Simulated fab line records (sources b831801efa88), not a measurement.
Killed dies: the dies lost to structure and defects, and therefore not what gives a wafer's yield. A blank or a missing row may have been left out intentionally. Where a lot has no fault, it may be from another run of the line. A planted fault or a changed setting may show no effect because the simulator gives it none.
Code-filled problem report in 8D (eight disciplines) form | flow gf180mcu | the parts of the form that need people (team, actions taken, sign-off) are left out

1. THE PROBLEM
CONTACT_CVD_00_THK at GF_CONTACT_THK_MEAS_01 reads a mean of 143 nm on 2 wafers of 1 lot; wafers without a fault read 300 nm with a standard deviation of 4.8. That is -33 standard deviations from the usual mean.
First observed at day 22 15:04: wafer L839.3, on film-metro-03. The record has a number at this step for 39 wafers belonging to 13 lots. The rule behind "out" and "out of limits": a value lying over 4 standard deviations away from the usual mean. Any other wafer with a number is counted as sound.

2. WHAT IT IS AND WHAT IT IS NOT
question                    | is                 | is not
which readings at this step | CONTACT_CVD_00_THK | -
which lots                  | L839               | L820, L821, L822, L823, L825, L827, L828, L829, L831, L832, L835, L840
which wafers of those lots  | L839.3, L839.6     | L839.5
read on which gauges        | film-metro-03      | film-metro-01, film-metro-02
when                        | from day 22 15:04  | up to then (34 sound wafers); but 3 sound wafers of L840 came after

3. WHAT RULES OUT EACH SUSPECT
Counting: any tool at a process step up to the reading remains a suspect provided it ran every lot that is out. Sound lots after the first of them don't rule it out here, since some wafers of a struck lot are sound.
- the gauge at GF_CONTACT_THK_MEAS_01 has been ruled out. All the wafers that are out were read on film-metro-03, but those of them that GF_CONTACT_CVD_00 has rows for are out there too, on other tools.
- hdpcvd-01 at GF_CONTACT_CVD_00 (deposits SiO2, target thk 300 nm, time 50 s): kept. It ran the lot that is out, L839 (day 22 15:00); its last sound lot up to then is L835 (day 20 21:50). Its own sih4-flow-sccm readings are out on those wafers.
- Within hdpcvd-01 at GF_CONTACT_CVD_00: the wafers that are out ran in chamber 0; their sound lot-mates ran in chamber 1.
Left after counting: hdpcvd-01 at GF_CONTACT_CVD_00.

4. THE CAUSE (what the simulator had put in)
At GF_CONTACT_CVD_00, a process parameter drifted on hdpcvd-01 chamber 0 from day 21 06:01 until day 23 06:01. From 60, the setting sih4-flow-sccm moved by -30. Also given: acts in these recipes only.
The count eliminated every tool but this one.

5. THE EFFECT CHAIN, in route order
Rows list readings where the struck wafers' mean (over those with a number) sits beyond 3 standard deviations from the usual. Scope: only readings with a usual standard deviation given in the record; hours: median across lots of the time from each lot's start at the first step in this table that gives one to its start at this step; sigmas: change in usual standard deviations.
hours | step                   | reading            | usual      | on struck wafers | change | sigmas
0     | GF_CONTACT_CVD_00      | sih4-flow-sccm     | 59.98 sccm | 29.97            | -30.01 | -99 or more
0     | GF_CONTACT_THK_MEAS_01 | CONTACT_CVD_00_THK | 300 nm     | 143              | -157   | -33
-     | GF_CONTACT_ETCH_17     | oes-product-au     | 0.814 a.u. | 0.736            | -0.078 | -14
The process steps in it:
- GF_CONTACT_CVD_00: deposits SiO2, target thk 300 nm, time 50 s.
- GF_CONTACT_ETCH_17: etches SiO2 in C4F8/O2/Ar, stops on CoSi2, target depth 860 nm.
Later steps that measure or inspect, where all struck wafers having a row at the step show a number for every such reading and not one has moved that far: GF_CONTACT_CD_MEAS_14, GF_CONTACT_OVL_MEAS_15, GF_V1_THK_MEAS_03.

6. HOW IT WOULD HAVE BEEN CAUGHT EARLIER
In this record the first reading out of limits at a measuring or inspecting step was taken at day 22 15:04, 33 hours after the fault began at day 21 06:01.
Tool's own readings at GF_CONTACT_CVD_00, sih4-flow-sccm: out on all struck wafers the step has rows for; an alarm limit on them would have tripped on the first.
The start of GF_CONTACT_CVD_00 on hdpcvd-01 came by day 22 15:04 for every one of the lots that are out (1). Had the tool been put on hold then, not one of them would have been saved.
